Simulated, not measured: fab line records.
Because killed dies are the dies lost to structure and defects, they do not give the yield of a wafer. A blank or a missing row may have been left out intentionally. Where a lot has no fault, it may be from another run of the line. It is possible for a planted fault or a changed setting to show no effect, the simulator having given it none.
Problem report in the 8D (eight disciplines) form, filled by code || flow sky130 || the parts of the form that need people (team, actions taken, sign-off) are left out

== 1. THE ISSUE ==
VT_ADJUST_LVTN_TW at SKY_VT_ADJUST_LVTN_TW_MEAS_10 reads a mean of 30.2 on 6 wafers of 2 lots; wafers without a fault read 242.6 with a standard deviation of 1.2. That is -99 or more standard deviations from the usual mean.
First observed at day 9 14:05: wafer L783.2, on film_metro-03. The record holds 36 wafers of 12 lots with a number at this step. Rule for "out", or "out of limits": more than 4 standard deviations from the usual mean. The rest of the wafers with a number are treated as sound.

== 2. WHAT IT IS; WHAT IT IS NOT ==
{"question": "which readings at this step", "is": "VT_ADJUST_LVTN_TW", "is not": "-"}
{"question": "which lots", "is": "L783, L784", "is not": "L773, L775, L787, L788, L789, L790, L791, L792, L794, L795"}
{"question": "which wafers of those lots", "is": "all that have a number", "is not": "-"}
{"question": "read on which gauges", "is": "film_metro-03", "is not": "film_metro-01, film_metro-02"}
{"question": "when", "is": "from day 9 14:05", "is not": "up to then (6 sound wafers); but 24 sound wafers of L787, L788, L789, L790, L791, L792, L794, L795 came after"}

== 3. THE SUSPECTS, EACH WITH WHAT RULES IT OUT ==
Counting: a tool stays on the suspect list if, at a process step up to the reading, it processed all lots that are out and no sound lot following the first of them.
- the gauge at SKY_VT_ADJUST_LVTN_TW_MEAS_10 has been ruled out. All the wafers that are out were read on film_metro-03, but those of them that SKY_PAD_OPEN_PROBE_99 has rows for are out there too, on other tools.
- litho_track-03 at SKY_VT_ADJUST_LVTN_DEVELOP_06 (develop time 60 s): ruled out as a lasting fault. Sound lots L795 ran on it after its first lot that is out, L783 (day 9 13:00).
Left after counting: nothing in the record.

== 4. THE CAUSE (what the simulator had put in) ==
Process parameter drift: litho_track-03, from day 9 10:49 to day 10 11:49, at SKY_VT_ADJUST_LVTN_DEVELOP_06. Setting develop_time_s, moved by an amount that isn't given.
Counting ruled it out, wrongly: the rule takes a fault to strike every lot that its tool runs from its start on, and this one did not.

== 5. THE EFFECT CHAIN, in route order ==
Each row: a reading where the mean over the struck wafers with a number is more than 3 standard deviations away from the usual. Only readings for which the record gives a usual standard deviation are gone through. hours: the time from each lot's start at the first step in this table that gives one to its start at this step, as a median over the lots. sigmas: the change in usual standard deviations.
{"hours": 0, "step": "SKY_VT_ADJUST_LVTN_TW_MEAS_10", "reading": "VT_ADJUST_LVTN_TW", "usual": 242.6, "on struck wafers": 30.2, "change": -212.3, "sigmas": "-99 or more"}
{"hours": 937, "step": "SKY_PAD_OPEN_PROBE_99", "reading": "killed_at_front_end", "usual": 16, "on struck wafers": 423, "change": "+407", "sigmas": "+92"}
{"hours": 937, "step": "SKY_PAD_OPEN_PROBE_99", "reading": "killed_dies", "usual": 86, "on struck wafers": 492, "change": "+406", "sigmas": "+47"}
{"hours": 937, "step": "SKY_PAD_OPEN_PROBE_99", "reading": "killed_on_rim", "usual": 17, "on struck wafers": 96, "change": "+79", "sigmas": "+23"}
It contains these process steps:
- SKY_PAD_OPEN_PROBE_99
Readings that are blank on the struck wafers while sound wafers have them: VT_ADJUST_LVTN_OVL at SKY_VT_ADJUST_LVTN_OVL_MEAS_07.
At these later measuring or inspecting steps, every struck wafer for which the step has a row has a number for every such reading, and none has moved that far: SKY_VT_ADJUST_HVTR_OVL_MEAS_08.

== 6. HOW IT WOULD HAVE BEEN CAUGHT EARLIER ==
The first out-of-limits reading at a measuring or inspecting step in this record came at day 9 14:05, 3 hours after the fault's start at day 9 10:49.
Between SKY_VT_ADJUST_LVTN_DEVELOP_06 and SKY_VT_ADJUST_LVTN_TW_MEAS_10, SKY_VT_ADJUST_LVTN_OVL_MEAS_07 gave no VT_ADJUST_LVTN_OVL on the struck wafers, where sound wafers have one: a measuring or inspecting step that comes back empty is itself a sign.
